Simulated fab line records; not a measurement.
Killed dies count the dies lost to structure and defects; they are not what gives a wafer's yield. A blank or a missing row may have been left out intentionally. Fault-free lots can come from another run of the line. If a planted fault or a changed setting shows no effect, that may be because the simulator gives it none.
fab line records | flow sky130
record lots=14 | wafers=42 | lastDay=51
route steps=708 shown NWELL@67 VT_ADJUST_HVTR@141 METAL3@536 CAPM@537
lots with no fault: from the same line, run without faults
startH: hours from the record's first day to the start of the lot's first wafer shown | waitH: hours from the lot's prior step to this one | " the same as in the row above | L1.1+2: several wafers, shown together as one row | - value missing, or start not given | * or withheld: withheld | < > ~ a bound
route shown NAME@n: NAME is a module with steps in the file, n the number in the route of the first one | usual: average and standard deviation across the fault-free wafers | same: alike in all rows | chamber/n: place in a boat | sites: the reading at each site | _std_site: the values' standard deviation | _edge_site: inner sites' mean taken away from outer sites' mean | radiusMm: how far each site lies from the wafer's centre | mask NAME#n: copy n | behind: the most recent tool/chamber to have shaped the wafer | hold: why the lot was held/for how many hours/how that ended | device: names the non-switching transistor (n, p or np) | end of line: the tests these same wafers got at the end of their route | step lacking rows: just its recipe | killed: the dies lost at the first sort to structure and to defects; this is not the yield of the wafer | map: a wafer's dies, x killed, . not, _ none there
set.NAME: the setting as run; set.NAME@STEP: as run at that earlier step | model.NAME: the simulator's own value behind a step, which no gauge read
steps of the route over a sample of lots; a table a step, a row a wafer
services: the hour from which a tool's chamber was out of use, counted from the record's first day as startH (under 0 if before that day), plus the number of hours and why
## steps
# step SKY_NWELL_STRIP_14
# recipe chemistry=O2/N2 | powerW=1400 | pressureMtorr=1500 | platenTempC=withheld | o2FlowSccm=3000 | n2FlowSccm=300 | overashFraction=0.5
# usual chamberPressureMTorr=1499.8/1.5 | drypumpMotorCurrentA=5.5/0.4 | oesProductAu=0.723/0.0047 | stripTimeToEndpointS=36.87/0.12
lot.wafer | tool           | chamber | startH | waitH | chamberPressureMTorr | drypumpMotorCurrentA | oesProductAu | rfHoursCounterH | stripTimeToEndpointS
L735.1    | plasmaAsher-01 | 0       | 96.68  | 0.1   | 1499.1               | 5.0                  | 0.721        | 43              | 36.82
L735.4    | "              | 0       | "      | "     | 1500.4               | 5.0                  | 0.729        | -               | 36.87
L735.6    | "              | 1       | "      | "     | 1503.3               | 5.8                  | 0.727        | -               | 37.00
L736.1    | plasmaAsher-03 | 0       | 105.46 | 0.1   | 1502.0               | 5.4                  | 0.717        | 36              | 36.86
L736.3    | "              | 0       | "      | "     | 1501.8               | 5.4                  | 0.721        | -               | 36.83
L736.5    | "              | 0       | "      | "     | 1497.1               | 5.4                  | 0.726        | -               | 36.87
L737.1    | plasmaAsher-03 | 0       | 113.86 | 0.1   | 1502.4               | 5.4                  | 0.720        | 37              | 36.99
L737.4    | "              | 1       | "      | "     | 1500.1               | 6.2                  | 0.716        | -               | 37.00
L737.6    | "              | 1       | "      | "     | 1499.5               | 6.2                  | 0.722        | -               | 37.04
L740.1    | plasmaAsher-03 | 0       | 127.58 | 0.1   | 1498.3               | 5.4                  | 0.723        | 38              | 36.84
L740.2    | "              | 1       | "      | "     | 1499.8               | 6.1                  | 0.720        | 38              | 36.86
L740.3    | "              | 1       | "      | "     | 1498.5               | 6.1                  | 0.733        | -               | 36.83
L742.1    | plasmaAsher-02 | 1       | 136.58 | 0.1   | 1499.8               | 5.2                  | 0.713        | 34              | 37.11
L742.2    | "              | 0       | "      | "     | 1496.3               | 5.4                  | 0.720        | 34              | 37.20
L742.3    | "              | 1       | "      | "     | 1500.0               | 5.2                  | 0.725        | -               | 37.04
L743.2    | plasmaAsher-03 | 0       | 143.06 | 0.1   | 1500.2               | 5.4                  | 0.719        | 40              | 36.87
L743.3    | "              | 0       | "      | "     | 1499.0               | 5.3                  | 0.728        | -               | 36.87
L743.6    | "              | 0       | "      | "     | 1498.8               | 5.4                  | 0.722        | -               | 36.77
L744.2    | plasmaAsher-02 | 0       | 147.73 | 0.1   | 1498.2               | 5.4                  | 0.720        | 36              | 36.88
L744.3    | "              | 1       | "      | "     | 1498.2               | 5.2                  | 0.719        | -               | 36.93
L744.5    | "              | 1       | "      | "     | 1500.7               | 5.2                  | 0.724        | -               | 36.88
L749.3    | plasmaAsher-03 | 1       | 178.10 | 0.1   | 1500.5               | 6.1                  | 0.726        | -               | 36.80
L749.4    | "              | 0       | "      | "     | 1501.4               | 5.3                  | 0.730        | -               | 36.84
L749.5    | "              | 0       | "      | "     | 1498.7               | 5.3                  | 0.723        | -               | 36.92
L750.2    | plasmaAsher-03 | 1       | 185.08 | 0.1   | -                    | -                    | -            | -               | -
L750.3    | "              | 0       | "      | "     | -                    | -                    | -            | -               | -
L750.4    | "              | 1       | "      | "     | -                    | -                    | -            | -               | -
L751.3    | plasmaAsher-03 | 1       | 192.86 | 0.1   | -                    | -                    | -            | -               | -
L751.5    | "              | 1       | "      | "     | -                    | -                    | -            | -               | -
L751.6    | "              | 0       | "      | "     | -                    | -                    | -            | -               | -
L752.3    | plasmaAsher-01 | 0       | 200.45 | 0.1   | 1498.2               | 5.0                  | 0.722        | -               | 36.83
L752.4    | "              | 1       | "      | "     | 1500.0               | 5.9                  | 0.725        | -               | 36.81
L752.5    | "              | 0       | "      | "     | 1498.1               | 5.0                  | 0.723        | -               | 36.81
L753.4    | plasmaAsher-01 | 1       | 206.41 | 0.1   | 1499.1               | 5.8                  | 0.726        | -               | 36.70
L753.5    | "              | 1       | "      | "     | 1499.1               | 5.9                  | 0.722        | -               | 36.80
L753.6    | "              | 0       | "      | "     | 1500.8               | 5.0                  | 0.727        | -               | 36.75
L754.3    | plasmaAsher-03 | 0       | 213.05 | 0.1   | 1501.7               | 5.4                  | 0.723        | -               | 36.76
L754.4    | "              | 1       | "      | "     | 1502.3               | 6.1                  | 0.724        | -               | 36.86
L754.5    | "              | 1       | "      | "     | 1499.8               | 6.1                  | 0.722        | -               | 36.86
L756.1    | plasmaAsher-03 | 1       | 218.58 | 0.1   | 1498.8               | 6.1                  | 0.720        | 48              | 36.92
L756.3    | "              | 1       | "      | "     | 1497.9               | 6.1                  | 0.717        | -               | 36.71
L756.4    | "              | 0       | "      | "     | 1499.5               | 5.4                  | 0.721        | -               | 36.75
# step SKY_NWELL_STRIP_25
# recipe chemistry=O2/N2 | powerW=1400 | pressureMtorr=1500 | platenTempC=withheld | o2FlowSccm=3000 | n2FlowSccm=300 | overashFraction=0.5
# usual chamberPressureMTorr=1500.0/1.5 | drypumpMotorCurrentA=5.5/0.39 | oesProductAu=0.722/0.0045 | stripTimeToEndpointS=36.91/0.1
lot.wafer | tool           | chamber | startH | waitH | chamberPressureMTorr | drypumpMotorCurrentA | oesProductAu | rfHoursCounterH | stripTimeToEndpointS
L735.1    | plasmaAsher-03 | 0       | 114.91 | 0.1   | 1497.7               | 5.4                  | 0.722        | 37              | 36.87
L735.4    | "              | 1       | "      | "     | 1501.1               | 6.1                  | 0.719        | -               | 36.88
L735.6    | "              | 1       | "      | "     | 1497.4               | 6.1                  | 0.717        | -               | 36.88
L736.1    | plasmaAsher-01 | 0       | 124.41 | 0.1   | 1498.3               | 5.0                  | 0.714        | 1               | 36.88
L736.3    | "              | 1       | "      | "     | 1498.7               | 5.8                  | 0.719        | -               | 36.78
L736.5    | "              | 1       | "      | "     | 1502.3               | 5.8                  | 0.722        | -               | 36.99
L737.1    | plasmaAsher-01 | 1       | 133.56 | 0.1   | 1500.3               | 5.8                  | 0.721        | 2               | 36.84
L737.4    | "              | 1       | "      | "     | 1500.7               | 5.8                  | 0.721        | -               | 36.86
L737.6    | "              | 0       | "      | "     | 1496.5               | 5.0                  | 0.726        | -               | 36.82
L740.1    | plasmaAsher-03 | 1       | 147.28 | 0.1   | 1501.0               | 6.2                  | 0.725        | 40              | 36.96
L740.2    | "              | 0       | "      | "     | 1499.0               | 5.4                  | 0.719        | 40              | 36.94
L740.3    | "              | 1       | "      | "     | 1501.8               | 6.1                  | 0.724        | -               | 36.93
L742.1    | plasmaAsher-02 | 0       | 155.98 | 0.1   | 1495.9               | 5.5                  | 0.721        | 36              | 36.89
L742.2    | "              | 1       | "      | "     | 1499.4               | 5.2                  | 0.730        | 36              | 36.87
L742.3    | "              | 1       | "      | "     | 1498.2               | 5.2                  | 0.722        | -               | 37.00
L743.2    | plasmaAsher-02 | 1       | 163.31 | 0.1   | 1499.8               | 5.1                  | 0.723        | 37              | 36.83
L743.3    | "              | 0       | "      | "     | 1499.7               | 5.5                  | 0.728        | -               | 36.79
L743.6    | "              | 0       | "      | "     | 1503.5               | 5.5                  | 0.723        | -               | 36.81
L744.2    | plasmaAsher-02 | 0       | 168.68 | 0.1   | 1500.0               | 5.5                  | 0.724        | 37              | 36.88
L744.3    | "              | 0       | "      | "     | 1499.5               | 5.5                  | 0.713        | -               | 36.77
L744.5    | "              | 1       | "      | "     | 1496.9               | 5.1                  | 0.723        | -               | 36.92
L749.3    | plasmaAsher-03 | 1       | 200.31 | 0.1   | 1499.5               | 6.1                  | 0.726        | -               | 36.90
L749.4    | "              | 0       | "      | "     | 1500.5               | 5.4                  | 0.719        | -               | 37.01
L749.5    | "              | 1       | "      | "     | 1502.1               | 6.1                  | 0.722        | -               | 37.01
L750.2    | plasmaAsher-03 | 1       | 206.56 | 0.1   | 1502.9               | 6.1                  | 0.749        | 46              | 81.16
L750.3    | "              | 1       | "      | "     | 1501.0               | 6.1                  | 0.737        | -               | 81.17
L750.4    | "              | 0       | "      | "     | 1499.3               | 5.4                  | 0.748        | -               | 81.31
L751.3    | plasmaAsher-02 | 0       | 214.66 | 0.1   | 1502.1               | 5.5                  | 0.731        | -               | 81.27
L751.5    | "              | 1       | "      | "     | 1503.4               | 5.2                  | 0.741        | -               | 81.18
L751.6    | "              | 0       | "      | "     | 1498.0               | 5.4                  | 0.741        | -               | 81.19
L752.3    | plasmaAsher-03 | 1       | 222.51 | 0.1   | 1500.1               | 6.2                  | 0.728        | -               | 37.00
L752.4    | "              | 0       | "      | "     | 1503.7               | 5.4                  | 0.717        | -               | 37.03
L752.5    | "              | 1       | "      | "     | 1499.9               | 6.1                  | 0.723        | -               | 37.08
L753.4    | plasmaAsher-01 | 0       | 229.65 | 0.1   | 1499.3               | 5.0                  | 0.728        | -               | 37.02
L753.5    | "              | 0       | "      | "     | 1500.3               | 5.0                  | 0.720        | -               | 37.10
L753.6    | "              | 1       | "      | "     | 1500.2               | 5.8                  | 0.724        | -               | 37.09
L754.3    | plasmaAsher-03 | 1       | 236.01 | 0.1   | 1500.5               | 6.1                  | 0.723        | -               | 37.00
L754.4    | "              | 0       | "      | "     | 1499.6               | 5.4                  | 0.728        | -               | 36.94
L754.5    | "              | 0       | "      | "     | 1497.8               | 5.4                  | 0.721        | -               | 36.95
L756.1    | plasmaAsher-02 | 0       | 240.83 | 0.1   | 1499.8               | 5.5                  | 0.722        | 43              | 36.87
L756.3    | "              | 1       | "      | "     | 1500.4               | 5.2                  | 0.723        | -               | 36.74
L756.4    | "              | 0       | "      | "     | 1499.4               | 5.5                  | 0.732        | -               | 36.73
# step SKY_NWELL_TW_MEAS_26
# usual NWELL_2_TW=497/3.1
lot.wafer | tool         | chamber | startH | waitH | NWELL_2_TW
L735.1    | filmMetro-02 | -       | 115.01 | 0.1   | 503
L735.4    | "            | -       | "      | "     | 502
L735.6    | "            | -       | "      | "     | 501
L736.1    | filmMetro-02 | -       | 124.51 | 0.1   | 499
L736.3    | "            | -       | "      | "     | 499
L736.5    | "            | -       | "      | "     | 498
L737.1    | filmMetro-01 | -       | 133.66 | 0.1   | 495
L737.4    | "            | -       | "      | "     | 494
L737.6    | "            | -       | "      | "     | 497
L740.1    | filmMetro-03 | -       | 147.38 | 0.1   | 499
L740.2    | "            | -       | "      | "     | 497
L740.3    | "            | -       | "      | "     | 494
L742.1    | filmMetro-02 | -       | 156.08 | 0.1   | 502
L742.2    | "            | -       | "      | "     | 500
L742.3    | "            | -       | "      | "     | 501
L743.2    | filmMetro-03 | -       | 163.42 | 0.1   | 498
L743.3    | "            | -       | "      | "     | 498
L743.6    | "            | -       | "      | "     | 496
L744.2    | filmMetro-02 | -       | 168.79 | 0.1   | 496
L744.3    | "            | -       | "      | "     | 498
L744.5    | "            | -       | "      | "     | 499
L749.3    | filmMetro-03 | -       | 200.40 | 0.1   | 494
L749.4    | "            | -       | "      | "     | 493
L749.5    | "            | -       | "      | "     | 497
L750.2    | filmMetro-01 | -       | 206.67 | 0.1   | 30
L750.3    | "            | -       | "      | "     | 30
L750.4    | "            | -       | "      | "     | 30
L751.3    | filmMetro-03 | -       | 214.75 | 0.1   | 30
L751.5    | "            | -       | "      | "     | 30
L751.6    | "            | -       | "      | "     | 30
L752.3    | filmMetro-03 | -       | 222.60 | 0.1   | 496
L752.4    | "            | -       | "      | "     | 500
L752.5    | "            | -       | "      | "     | 499
L753.4    | filmMetro-01 | -       | 229.74 | 0.1   | 496
L753.5    | "            | -       | "      | "     | 495
L753.6    | "            | -       | "      | "     | 497
L754.3    | filmMetro-02 | -       | 236.10 | 0.1   | 502
L754.4    | "            | -       | "      | "     | 500
L754.5    | "            | -       | "      | "     | 501
L756.1    | filmMetro-03 | -       | 240.93 | 0.1   | 499
L756.3    | "            | -       | "      | "     | 502
L756.4    | "            | -       | "      | "     | 500
# step SKY_VT_ADJUST_HVTR_STRIP_10
# recipe chemistry=O2/N2 | powerW=1400 | pressureMtorr=1500 | platenTempC=withheld | o2FlowSccm=3000 | n2FlowSccm=300 | overashFraction=0.5
# usual chamberPressureMTorr=1500.1/1.3 | drypumpMotorCurrentA=5.5/0.39 | oesProductAu=0.716/0.0046 | stripTimeToEndpointS=14.17/0.041
lot.wafer | tool           | chamber | startH | waitH | chamberPressureMTorr | drypumpMotorCurrentA | oesProductAu | rfHoursCounterH | stripTimeToEndpointS
L735.1    | plasmaAsher-02 | 1       | 222.25 | 0.1   | 1500.7               | 5.2                  | 0.712        | 42              | 14.16
L735.4    | "              | 0       | "      | "     | 1503.7               | 5.5                  | 0.710        | -               | 14.18
L735.6    | "              | 0       | "      | "     | 1498.9               | 5.5                  | 0.723        | -               | 14.21
L736.1    | plasmaAsher-01 | 1       | 233.55 | 0.1   | 1500.9               | 5.8                  | 0.718        | 12              | 14.17
L736.3    | "              | 1       | "      | "     | 1503.5               | 5.8                  | 0.714        | -               | 14.18
L736.5    | "              | 1       | "      | "     | 1500.0               | 5.8                  | 0.717        | -               | 14.17
L737.1    | plasmaAsher-03 | 0       | 244.80 | 0.1   | 1498.7               | 5.4                  | 0.718        | 50              | 14.15
L737.4    | "              | 0       | "      | "     | 1498.7               | 5.4                  | 0.723        | -               | 14.17
L737.6    | "              | 0       | "      | "     | 1500.5               | 5.4                  | 0.717        | -               | 14.17
L740.1    | plasmaAsher-02 | 0       | 260.92 | 0.1   | 1500.8               | 5.5                  | 0.715        | 45              | 14.15
L740.2    | "              | 1       | "      | "     | 1500.9               | 5.2                  | 0.714        | 45              | 14.11
L740.3    | "              | 1       | "      | "     | 1501.0               | 5.2                  | 0.713        | -               | 14.13
L742.1    | plasmaAsher-01 | 1       | 272.20 | 0.1   | 1501.3               | 5.9                  | 0.722        | 15              | 14.14
L742.2    | "              | 0       | "      | "     | 1500.5               | 5.0                  | 0.706        | 15              | 14.15
L742.3    | "              | 0       | "      | "     | 1499.6               | 5.0                  | 0.711        | -               | 14.13
L743.2    | plasmaAsher-02 | 0       | 279.30 | 0.1   | 1502.9               | 5.5                  | 0.715        | 47              | 14.15
L743.3    | "              | 0       | "      | "     | 1500.0               | 5.5                  | 0.720        | -               | 14.18
L743.6    | "              | 1       | "      | "     | 1501.7               | 5.2                  | 0.716        | -               | 14.12
L744.2    | plasmaAsher-02 | 1       | 286.05 | 0.1   | 1499.2               | 5.2                  | 0.712        | 48              | 14.15
L744.3    | "              | 0       | "      | "     | 1499.5               | 5.5                  | 0.711        | -               | 14.17
L744.5    | "              | 0       | "      | "     | 1502.4               | 5.5                  | 0.715        | -               | 14.20
L749.3    | plasmaAsher-01 | 0       | 322.38 | 0.1   | 1501.7               | 5.0                  | 0.723        | -               | 14.21
L749.4    | "              | 1       | "      | "     | 1501.2               | 5.8                  | 0.711        | -               | 14.22
L749.5    | "              | 1       | "      | "     | 1499.0               | 5.9                  | 0.713        | -               | 14.19
L750.2    | plasmaAsher-02 | 0       | 330.20 | 0.1   | 1501.5               | 5.5                  | 0.714        | 52              | 14.18
L750.3    | "              | 0       | "      | "     | 1498.6               | 5.5                  | 0.720        | -               | 14.21
L750.4    | "              | 1       | "      | "     | 1499.8               | 5.2                  | 0.719        | -               | 14.18
L751.3    | plasmaAsher-01 | 0       | 340.66 | 0.1   | 1499.3               | 5.0                  | 0.718        | -               | 14.23
L751.5    | "              | 1       | "      | "     | 1498.5               | 5.8                  | 0.725        | -               | 14.19
L751.6    | "              | 0       | "      | "     | 1500.3               | 5.0                  | 0.716        | -               | 14.23
L752.3    | plasmaAsher-02 | 1       | 348.73 | 0.1   | 1501.5               | 5.2                  | 0.719        | -               | 14.10
L752.4    | "              | 0       | "      | "     | 1498.8               | 5.5                  | 0.717        | -               | 14.06
L752.5    | "              | 0       | "      | "     | 1498.6               | 5.5                  | 0.720        | -               | 14.10
L753.4    | plasmaAsher-02 | 1       | 358.13 | 0.1   | 1502.1               | 5.2                  | 0.712        | -               | 14.17
L753.5    | "              | 1       | "      | "     | 1501.7               | 5.2                  | 0.713        | -               | 14.19
L753.6    | "              | 0       | "      | "     | 1500.1               | 5.4                  | 0.713        | -               | 14.14
L754.3    | plasmaAsher-02 | 1       | 365.23 | 0.1   | 1502.1               | 5.2                  | 0.712        | -               | 14.15
L754.4    | "              | 0       | "      | "     | 1504.5               | 5.5                  | 0.719        | -               | 14.15
L754.5    | "              | 1       | "      | "     | 1496.7               | 5.2                  | 0.717        | -               | 14.15
L756.1    | plasmaAsher-01 | 1       | 370.75 | 0.1   | 1500.9               | 5.8                  | 0.714        | 25              | 14.15
L756.3    | "              | 1       | "      | "     | 1499.4               | 5.8                  | 0.721        | -               | 14.15
L756.4    | "              | 0       | "      | "     | 1498.7               | 5.0                  | 0.719        | -               | 14.18
# step SKY_METAL3_SPUTTER_04
# recipe material=TiN | targetThkNm=70 | powerW=6500 | timeS=58.3 | chamberPressurePa=0.4
# usual throttleValvePct=30.2/1.2
lot.wafer | tool          | chamber | startH  | waitH | throttleValvePct
L735.1    | pvdSputter-02 | -       | 886.23  | 0.0   | 30.6
L735.4    | "             | -       | "       | "     | 29.1
L735.6    | "             | -       | "       | "     | 29.1
L736.1    | pvdSputter-02 | -       | 900.29  | 0.0   | 30.7
L736.3    | "             | -       | "       | "     | 29.3
L736.5    | "             | -       | "       | "     | 29.1
L737.1    | pvdSputter-04 | -       | 901.79  | 0.0   | 29.8
L737.4    | "             | -       | "       | "     | 28.1
L737.6    | "             | -       | "       | "     | 30.7
L740.1    | pvdSputter-01 | -       | 921.05  | 0.0   | 31.2
L740.2    | "             | -       | "       | "     | 31.3
L740.3    | "             | -       | "       | "     | 31.2
L742.1    | pvdSputter-02 | -       | 928.19  | 0.0   | 28.8
L742.2    | "             | -       | "       | "     | 29.5
L742.3    | "             | -       | "       | "     | 29.0
L743.2    | pvdSputter-02 | -       | 941.94  | 0.0   | 30.6
L743.3    | "             | -       | "       | "     | 29.4
L743.6    | "             | -       | "       | "     | 30.8
L744.2    | pvdSputter-04 | -       | 944.33  | 0.0   | 28.5
L744.3    | "             | -       | "       | "     | 30.0
L744.5    | "             | -       | "       | "     | 30.9
L749.3    | pvdSputter-04 | -       | 980.90  | 0.0   | 31.0
L749.4    | "             | -       | "       | "     | 28.5
L749.5    | "             | -       | "       | "     | 30.5
L750.2    | pvdSputter-02 | -       | 983.30  | 0.0   | 29.0
L750.3    | "             | -       | "       | "     | 30.5
L750.4    | "             | -       | "       | "     | 29.8
L751.3    | pvdSputter-02 | -       | 996.87  | 0.0   | 30.6
L751.5    | "             | -       | "       | "     | 29.8
L751.6    | "             | -       | "       | "     | 29.0
L752.3    | pvdSputter-01 | -       | 1000.62 | 0.0   | 31.4
L752.4    | "             | -       | "       | "     | 31.6
L752.5    | "             | -       | "       | "     | 31.4
L753.4    | pvdSputter-02 | -       | 1009.74 | 0.0   | 30.8
L753.5    | "             | -       | "       | "     | 30.3
L753.6    | "             | -       | "       | "     | 29.1
L754.3    | pvdSputter-01 | -       | 1011.22 | 0.0   | 31.6
L754.4    | "             | -       | "       | "     | 31.5
L754.5    | "             | -       | "       | "     | 31.1
L756.1    | pvdSputter-04 | -       | 1023.52 | 0.0   | 30.4
L756.3    | "             | -       | "       | "     | 28.5
L756.4    | "             | -       | "       | "     | 28.0
# step SKY_CAPM_CVD_00
# recipe material=SiO2 | targetThkNm=15.5 | tempC=400 | timeS=withheld | rfW=450
# usual heaterPowerW=771/76
lot.wafer | tool     | chamber | startH  | waitH | heaterPowerW
L735.1    | pecvd-02 | 0       | 886.27  | 0.0   | 733
L735.4    | "        | 2       | "       | "     | 864
L735.6    | "        | 0       | "       | "     | 741
L736.1    | pecvd-04 | 1       | 900.34  | 0.0   | 808
L736.3    | "        | 2       | "       | "     | 648
L736.5    | "        | 1       | "       | "     | 821
L737.1    | pecvd-02 | 1       | 901.84  | 0.0   | 855
L737.4    | "        | 1       | "       | "     | 845
L737.6    | "        | 2       | "       | "     | 842
L740.1    | pecvd-02 | 2       | 921.10  | 0.0   | 897
L740.2    | "        | 0       | "       | "     | 760
L740.3    | "        | 1       | "       | "     | 839
L742.1    | pecvd-04 | 1       | 928.24  | 0.0   | 826
L742.2    | "        | 0       | "       | "     | 814
L742.3    | "        | 2       | "       | "     | 710
L743.2    | pecvd-01 | 2       | 941.99  | 0.0   | 722
L743.3    | "        | 0       | "       | "     | 674
L743.6    | "        | 2       | "       | "     | 749
L744.2    | pecvd-02 | 1       | 944.38  | 0.0   | 857
L744.3    | "        | 0       | "       | "     | 787
L744.5    | "        | 1       | "       | "     | 881
L749.3    | pecvd-02 | 1       | 980.94  | 0.0   | 810
L749.4    | "        | 0       | "       | "     | 745
L749.5    | "        | 2       | "       | "     | 818
L750.2    | pecvd-01 | 1       | 983.35  | 0.0   | 829
L750.3    | "        | 2       | "       | "     | 771
L750.4    | "        | 2       | "       | "     | 767
L751.3    | pecvd-02 | 0       | 996.92  | 0.0   | 697
L751.5    | "        | 0       | "       | "     | 706
L751.6    | "        | 2       | "       | "     | 879
L752.3    | pecvd-01 | 1       | 1000.69 | 0.0   | 782
L752.4    | "        | 2       | "       | "     | 817
L752.5    | "        | 2       | "       | "     | 804
L753.4    | pecvd-04 | 0       | 1009.80 | 0.0   | 817
L753.5    | "        | 2       | "       | "     | 606
L753.6    | "        | 0       | "       | "     | 834
L754.3    | pecvd-01 | 1       | 1011.27 | 0.0   | 822
L754.4    | "        | 1       | "       | "     | 790
L754.5    | "        | 2       | "       | "     | 776
L756.1    | pecvd-01 | 0       | 1023.57 | 0.0   | 751
L756.3    | "        | 1       | "       | "     | 906
L756.4    | "        | 1       | "       | "     | 860
## services
tool           | chamber | startH | hours | kind
plasmaAsher-01 | -       | 108.75 | 9.0   | pm
pvdSputter-02  | -       | 160.57 | 11.0  | repair
plasmaAsher-02 | -       | 181.92 | 0.7   | repair
plasmaAsher-02 | -       | 197.13 | 12.9  | repair
pvdSputter-02  | -       | 232.57 | 0.5   | repair
plasmaAsher-02 | -       | 321.93 | 0.7   | repair
pvdSputter-02  | -       | 355.28 | 3.1   | repair
pvdSputter-02  | -       | 376.88 | 2.7   | repair
plasmaAsher-03 | -       | 421.25 | 9.0   | pm
pvdSputter-02  | -       | 428.82 | 3.0   | repair
plasmaAsher-01 | -       | 458.12 | 3.1   | repair
plasmaAsher-03 | -       | 508.31 | 19.8  | pm
plasmaAsher-02 | -       | 520.30 | 1.8   | repair
pvdSputter-02  | -       | 552.21 | 8.5   | repair
plasmaAsher-01 | -       | 562.30 | 0.8   | repair
pvdSputter-02  | -       | 569.87 | 1.5   | repair
plasmaAsher-02 | -       | 574.75 | 14.6  | pm
plasmaAsher-02 | -       | 635.27 | 2.8   | pm
plasmaAsher-01 | -       | 690.53 | 2.8   | pm
plasmaAsher-03 | -       | 704.69 | 5.0   | repair
pvdSputter-02  | -       | 744.56 | 13.8  | repair
plasmaAsher-03 | -       | 788.62 | 0.7   | repair
plasmaAsher-03 | -       | 792.67 | 2.2   | repair
plasmaAsher-03 | -       | 846.60 | 2.8   | pm
## key
firstSign step=SKY_NWELL_STRIP_14 | reading=toolRecord | direction=missing
effect step=SKY_NWELL_STRIP_25 | reading=stripTimeToEndpointS | direction=up | sigmas=99+ | usual=* | struck=*
effect step=SKY_NWELL_TW_MEAS_26 | reading=NWELL_2_TW | direction=down | sigmas=99+ | usual=497 | struck=30
metAt SKY_NWELL_STRIP_14
struckLots L750,L751
sortLeftOut L750.2,L750.3,L750.4,L751.3,L751.5,L751.6
testerLeftOut L750,L751
notActingAt SKY_VT_ADJUST_HVTR_STRIP_10,SKY_METAL3_SPUTTER_04,SKY_CAPM_CVD_00
onsetBetween 178.10 185.08
fault kind=skippedStepWhole | tool=plasmaAsher-03 | chamber=- | onsetH=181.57 | steps=SKY_NWELL_STRIP_14 | scope=struckLotsOnly
# testerLeftOut: of these lots the tester's yield and bins aren't shown, on N5 and GAA mostly nor the transistor test; their killed dies are dies lost to structure and defects alone, not to doping, threshold or leakage, so they don't give the yield
# sortLeftOut: the simulated sort isn't trusted on such a fault, so these wafers' sort isn't shown, and their yield isn't known
